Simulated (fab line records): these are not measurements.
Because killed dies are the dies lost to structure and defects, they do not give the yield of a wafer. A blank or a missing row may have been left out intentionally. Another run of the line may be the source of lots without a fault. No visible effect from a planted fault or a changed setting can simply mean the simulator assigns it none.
Struck lot and sound lot, side by side / flow sky130 / 31 steps out of a route of 708
Sound: the wafers L314.4, L314.5, L314.6. Wafers struck: L316.1, L316.3, L316.5. The cause is named last.
At each step with rows: each side's tool, then ch and its chambers, then its first start. Under that, the readings that differ: sound wafers / struck wafers / difference of the means / sigmas: that difference in standard deviations of wafers without a fault.
alike: readings whose means differ by less than 2 such deviations, and words and numbers that are the same on both sides. not compared: withheld readings, readings that some wafer has no value for, bounds like >300 that may hide the same value, and numbers for which the record gives no deviation and whose values overlap.
The two part at a step that has a row with sigmas, a row that says differs or no value, or rows on one side only. Numbers that don't overlap but have no deviation are shown without sigmas and don't part them. A reading missing from all wafers of one side parts the sides only when that side holds two or more wafers.

first, 1 step without rows for these wafers: SKY_PWDE_IMPLANT_08.
SKY_PWDE_STRIP_09: strips in O2/N2.
  sound on plasma-asher-04 ch 0,1, day 3 23:43; struck on plasma-asher-01 ch 0,1, day 4 12:17
  alike: drypump-motor-current-A, oes-product-au, strip-time-to-endpoint-s
  not compared: rf-hours-counter-h
SKY_PWDE_TW_MEAS_10:
  sound on film-metro-03 at day 3 23:49; struck on film-metro-02 at day 4 12:23
  alike: PWDE_TW
then, 7 steps without rows for these wafers: SKY_NWELL_DEHYDRATE_03 (time 60 s); SKY_NWELL_HMDS_04 (prime time 60 s); SKY_NWELL_COAT_05 (resist thk 3000 nm); SKY_NWELL_SOFTBAKE_06; SKY_NWELL_EXPOSE_07 (exposes mask NWM, target cd 840 nm); SKY_NWELL_PEB_08; SKY_NWELL_DEVELOP_09 (develop time 60 s).
SKY_NWELL_OVL_MEAS_10:
  sound on overlay-02 at day 4 17:00; struck on overlay-01 at day 5 05:20
  alike: NWELL_00_OVL
next, for these wafers, 1 step has no rows: SKY_NWELL_IMPLANT_11.
SKY_NWELL_IMPLANT_12:
  sound on implanter-04 ch 0, day 4 17:14; struck on implanter-04 ch 0, day 5 05:31
reading=beam-on-s (s); sound=10.05 9.75 9.84; struck=12.62 12.24 12.61; difference=+2.61; sigmas=+13
reading=faraday-current-uA; sound=7.31 7.55 7.42; struck=5.80 5.98 5.81; difference=-1.56; sigmas=-11
  alike: beam-energy-keV, end-station-pressure-torr
next, for these wafers, 1 step has no rows: SKY_NWELL_IMPLANT_13.
SKY_NWELL_STRIP_14: strips in O2/N2.
  sound on plasma-asher-01 ch 0,1, day 4 17:30; struck on plasma-asher-01 ch 0,1, day 5 05:49
  alike: drypump-motor-current-A, oes-product-au, strip-time-to-endpoint-s
  not compared: rf-hours-counter-h
SKY_NWELL_TW_MEAS_15:
  sound on film-metro-03 at day 4 17:35; struck on film-metro-02 at day 5 05:55
reading=NWELL_TW; sound=1811 1806 1800; struck=1844 1859 1857; difference=+48; sigmas=+3
then, 7 steps without rows for these wafers: SKY_NWELL_DEHYDRATE_16 (time 60 s); SKY_NWELL_HMDS_17 (prime time 60 s); SKY_NWELL_COAT_18 (resist thk 3000 nm); SKY_NWELL_SOFTBAKE_19; SKY_NWELL_EXPOSE_20 (exposes mask NWM COMPLEMENT, target cd 840 nm); SKY_NWELL_PEB_21; SKY_NWELL_DEVELOP_22 (develop time 60 s).
SKY_NWELL_OVL_MEAS_23:
  sound on overlay-01 at day 5 09:32; struck on overlay-02 at day 5 23:58
  alike: NWELL_01_OVL
next, for these wafers, 1 step has no rows: SKY_NWELL_IMPLANT_24.
SKY_NWELL_STRIP_25: strips in O2/N2.
  sound on plasma-asher-01 ch 0,1, day 5 09:44; struck on plasma-asher-02 ch 1, day 6 00:10
  alike: drypump-motor-current-A, oes-product-au, strip-time-to-endpoint-s
  not compared: rf-hours-counter-h
SKY_NWELL_TW_MEAS_26:
  sound on film-metro-02 at day 5 09:50; struck on film-metro-02 at day 6 00:16
  alike: NWELL_2_TW
then, 1 step without rows for these wafers: SKY_NWELL_CLEAN_27 (cleans in SC1/SC2, time 150 s).
SKY_NWELL_RTA_28: time 30 s.
  sound on rtp-anneal-01 ch 0, day 5 09:58; struck on rtp-anneal-02 ch 0, day 6 00:22
  alike: anneal-temp-c-max, lamp-power-pct, wafer_temp_C_max
SKY_NWELL_RS_MEAS_29: measures by four-point-probe.
  sound on film-metro-03 at day 5 10:05; struck on film-metro-03 at day 6 00:28
reading=NWELL_RS (ohm/sq); sound=622.7 623.3 623.4; struck=616.7 614.8 616.7; difference=-7.1; sigmas=-4
-- the record jumps here: 41 days lie between the struck wafers' starts before and after (it left off in module NWELL and takes up again in module PAD_OPEN, whose first step shown is number 708 of the route) --
SKY_PAD_OPEN_PROBE_99:
  sound on prober-01 at day 45 23:17; struck on prober-01 at day 46 18:08
reading=model.etest.nfet_16v.r-on-ohm-um; sound=1.407e+04 1.409e+04 1.418e+04; struck=1.388e+04 1.37e+04 1.361e+04; difference=-3.833e+02; sigmas=
reading=model.etest.pfet-g5v0d10v5.r-on-ohm-um; sound=4720 4794 4763; struck=4989 5003 4931; difference=+215; sigmas=
reading=model.etest.tip_p_5v.rs-ohm-sq; sound=2856 2852 2862; struck=2925 2885 2898; difference=+46; sigmas=
reading=model.etest.pfet-g5v0d10v5.drive-ua-um; sound=345.2 337.6 341.3; struck=321 322.2 324.7; difference=-19; sigmas=
reading=model.etest.pfet_01v8_lvt.drive-ua-um; sound=170.1 169 171.8; struck=165 163.4 163.5; difference=-6; sigmas=
reading=model.etest.pfet_01v8_lvt.off-log10-a-um; sound=-9.027 -8.999 -8.86; struck=-9.736 -9.892 -9.971; difference=-0.904; sigmas=
reading=model.etest.pfet-g5v0d10v5.off-log10-a-um; sound=-12.63 -12.94 -12.97; struck=-13.47 -13.48 -13.55; difference=-0.65; sigmas=
reading=model.etest.pfet-g5v0d10v5.vt-sat-v (V); sound=-0.6341 -0.6804 -0.6737; struck=-0.7429 -0.7461 -0.7502; difference=-0.0837; sigmas=
  alike: killed_at_M0_to_M3, killed_at_M4_up, killed-at-contacts, killed-at-front-end, killed-at-other, killed-dies, killed-open, killed-short

## WHERE THEY PART
First at SKY_NWELL_IMPLANT_12; last, within this record, at SKY_NWELL_RS_MEAS_29. Later steps at which nothing parts them and some readings are alike: SKY_PAD_OPEN_PROBE_99.

WHY: whatever the simulator had introduced
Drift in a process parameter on implanter-04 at SKY_NWELL_IMPLANT_12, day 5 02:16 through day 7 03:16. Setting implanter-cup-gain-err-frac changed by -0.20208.
